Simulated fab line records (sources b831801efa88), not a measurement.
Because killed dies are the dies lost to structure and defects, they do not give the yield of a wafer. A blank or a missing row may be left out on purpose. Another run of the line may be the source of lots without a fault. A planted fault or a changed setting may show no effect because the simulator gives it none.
A struck lot beside a sound one :: flow sky130 :: 16 steps out of a route of 708
Sound: wafers L623.1, L623.2, L623.3. Struck: wafer L637.3. (L637.2, L637.6 of the same lot were not struck and are left out.) The cause comes at the end.
Order at every step that has rows: each side's tool, ch and its chambers, its first start. Under that, the readings that differ: sound wafers :: struck wafers :: difference of the means :: sigmas: that difference in standard deviations of wafers without a fault.
alike: readings whose means differ by less than 2 such deviations, and words and numbers that are the same on both sides. not compared: withheld readings, readings that some wafer has no value for, bounds like >300 that may hide the same value, and numbers for which the record gives no deviation and whose values overlap.
The two part at a step that has a row with sigmas, a row that says differs or no value, or rows on one side only. Numbers that have no deviation but don't overlap get no sigmas and don't part them. Lack of a reading on every wafer of one side parts them only where that side has two or more wafers.

first, 3 steps without rows for these wafers: SKY_METAL2_EXPOSE_12 (exposes mask MM2, target cd 140 nm); SKY_METAL2_PEB_13; SKY_METAL2_DEVELOP_14 (develop time 60 s).
SKY_METAL2_CD_MEAS_15: the cd target is 140 nm.
  struck on cd_sem-01, day 40 09:59; sound on cd_sem-01, day 36 02:37
  alike: cd_nm
SKY_METAL2_OVL_MEAS_16:
  struck on overlay-01, day 40 10:05; sound on overlay-02, day 36 02:44
  alike: METAL2_OVL
SKY_METAL2_DESCUM_17: chemistry O2, time 8 s.
  sound on rie_metal-04 ch 0,1, day 36 02:46; struck on rie_metal-02 ch 0, day 40 10:07
  alike: chamber_pressure_mTorr, drypump_motor_current_A, oes_product_au
  not compared: rf_hours_counter_h
SKY_METAL2_ETCH_18: etches BARC in N2/H2, stops on SiO2, time 45.9 s, target depth 60 nm.
  sound on rie_metal-04 ch 0,1, day 36 02:48; struck on rie_metal-02 ch 0, day 40 10:09
  alike: bias_w, chamber_pressure_mTorr, drypump_motor_current_A, oes_product_au, throttle_valve_pct
  not compared: rf_hours_counter_h
SKY_METAL2_METAL_ETCH_19: etches the open film in Cl2/BCl3, stops on SiO2, target depth 360 nm, time 78 s.
  sound on rie_metal-04 ch 0,1, day 36 02:52; struck on rie_metal-02 ch 0, day 40 10:13
  alike: bias_w, chamber_pressure_mTorr, drypump_motor_current_A, oes_product_au, throttle_valve_pct
  not compared: rf_hours_counter_h
SKY_METAL2_STRIP_20: strips in O2/N2.
  sound on plasma_asher-04 ch 0,1, day 36 02:57; struck on plasma_asher-04 ch 1, day 40 10:18
  alike: chamber_pressure_mTorr, drypump_motor_current_A, oes_product_au, strip_time_to_endpoint_s
  not compared: rf_hours_counter_h
then, 3 steps without rows for these wafers: SKY_METAL2_STRIP_21 (strips in post etch residue remover, time 1200 s); SKY_METAL2_CLEAN_22 (cleans in IPA, time 180 s); SKY_METAL2_CLEAN_23 (cleans in O3/DIW).
SKY_VIA2_HDPCVD_00: deposits SiO2, target thk 1180 nm, time 196.7 s.
  sound on hdpcvd-01 ch 0,1,2, day 36 03:32; struck on hdpcvd-02 ch 1, day 40 10:54
reading: sih4_flow_sccm (sccm)
sound: 59.82 59.62 59.91
struck: 89.84
difference: +30.06
sigmas: +99 or more

reading: model.SiO2_of_VIA2_HDPCVD_00.thk_nm (nm)
sound: 1173 1171 1159
struck: 1758
difference: +590
sigmas: 
SKY_VIA2_THK_MEAS_01:
  struck on film_metro-03, day 40 11:02; sound on film_metro-04, day 36 03:40
reading: VIA2_HDPCVD_THK (nm)
sound: 1174 1170 1159
struck: 1757
difference: +589
sigmas: +49
SKY_VIA2_CMP_02: polishes SiO2.
  sound on cmp-02 ch 0,2,3, day 36 03:44; struck on cmp-01 ch 3, day 40 11:05
  alike: head_pressure_psi, motor_current_A
-- the record jumps here: 9 days lie between the struck wafers' starts before and after (it left off in module VIA2 and takes up again in module PAD_OPEN, whose first step shown is number 708 of the route) --
SKY_PAD_OPEN_PROBE_99:
  struck on prober-01, day 49 17:48; sound on prober-01, day 46 14:44
  alike: defect_limited_yield, killed_at_M0_to_M3, killed_at_M4_up, killed_at_contacts, killed_at_front_end, killed_at_other, killed_dies, killed_open, killed_short, sort_bin_3_pad_short, sort_bin_5_function, sort_bin_6_memory, sort_n_pass, sort_yield_pct

## WHERE THEY PART
At SKY_VIA2_HDPCVD_00 first; at SKY_VIA2_THK_MEAS_01 last (within this record only). Later steps at which nothing parts them and some readings are alike: SKY_VIA2_CMP_02, SKY_PAD_OPEN_PROBE_99.

WHY: the cause the simulator had injected
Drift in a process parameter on hdpcvd-02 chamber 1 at SKY_VIA2_HDPCVD_00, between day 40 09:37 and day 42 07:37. From 60, the setting sih4_flow_sccm moved by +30. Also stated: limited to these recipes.
